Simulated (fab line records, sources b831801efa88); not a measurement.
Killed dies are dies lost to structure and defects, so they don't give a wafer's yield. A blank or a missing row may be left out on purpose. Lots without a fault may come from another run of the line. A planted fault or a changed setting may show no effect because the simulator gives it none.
Problem report in the 8D (eight disciplines) form, filled by code | flow sfq_line | the parts of the form that need people (team, actions taken, sign-off) are left out

1. THE PROBLEM
head_pressure_psi at SFQ_TRILAYER_I4_CMP_CMP_100 reads a mean of 2.732 psi on 1 wafer of 1 lot; wafers without a fault read 3.001 psi with a standard deviation of 0.0071. That is -38 standard deviations from the usual mean.
The step: polishes SiO2.
First seen on wafer L648.2, day 49 20:07, on cmp-02. The record holds 39 wafers of 13 lots with a number at this step. Rule for "out", or "out of limits": more than 4 standard deviations from the usual mean. The other wafers with a number count as sound.

2. WHAT IT IS AND WHAT IT IS NOT
question                    | is                | is not
which readings at this step | head_pressure_psi | motor_current_A
which lots                  | L648              | L632, L633, L634, L637, L638, L639, L640, L642, L643, L644, L645, L652
which wafers of those lots  | L648.2            | L648.3, L648.5
read on which tools         | cmp-02            | cmp-01
when                        | from day 49 20:07 | up to then (34 sound wafers); but 4 sound wafers of L648, L652 came after

3. SUSPECTS, AND WHAT RULES EACH OUT
Counting: a tool at a process step up to the reading stays a suspect if it ran every lot that is out. Sound lots after the first of them don't rule it out here, since some wafers of a struck lot are sound.
- cmp-02 at SFQ_TRILAYER_I4_CMP_CMP_100 (polishes SiO2): kept. It ran the lot that is out, L648 (day 49 20:07); its last sound lot up to then is L645 (day 48 20:05). Its own readings are out on those wafers: head_pressure_psi.
- Within cmp-02 at SFQ_TRILAYER_I4_CMP_CMP_100: the wafers that are out ran in chamber 2; their sound lot-mates ran in chamber 3.
Left after counting: cmp-02 at SFQ_TRILAYER_I4_CMP_CMP_100.

4. THE CAUSE (what the simulator had put in)
Process parameter drift: cmp-02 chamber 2, from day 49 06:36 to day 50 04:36, at SFQ_TRILAYER_I4_CMP_CMP_100. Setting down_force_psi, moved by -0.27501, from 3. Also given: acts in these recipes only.
Counting left only this tool.

5. THE CHAIN OF EFFECTS, in route order
Each row: a reading whose mean over the struck wafers that have a number lies more than 3 standard deviations from the usual. Only readings for which the record gives a usual standard deviation are gone through. hours: the time from each lot's start at the first step in this table that gives one to its start at this step, as a median over the lots. sigmas: the change in usual standard deviations.
hours | step                        | reading           | usual     | on struck wafers | change | sigmas
0     | SFQ_TRILAYER_I4_CMP_CMP_100 | head_pressure_psi | 3.001 psi | 2.732            | -0.269 | -38
The process steps in it:
- SFQ_TRILAYER_I4_CMP_CMP_100: polishes SiO2.

6. WHAT WOULD HAVE CAUGHT IT SOONER
In this record the first reading out of limits was taken at day 49 20:07, 14 hours after the fault began at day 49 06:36.
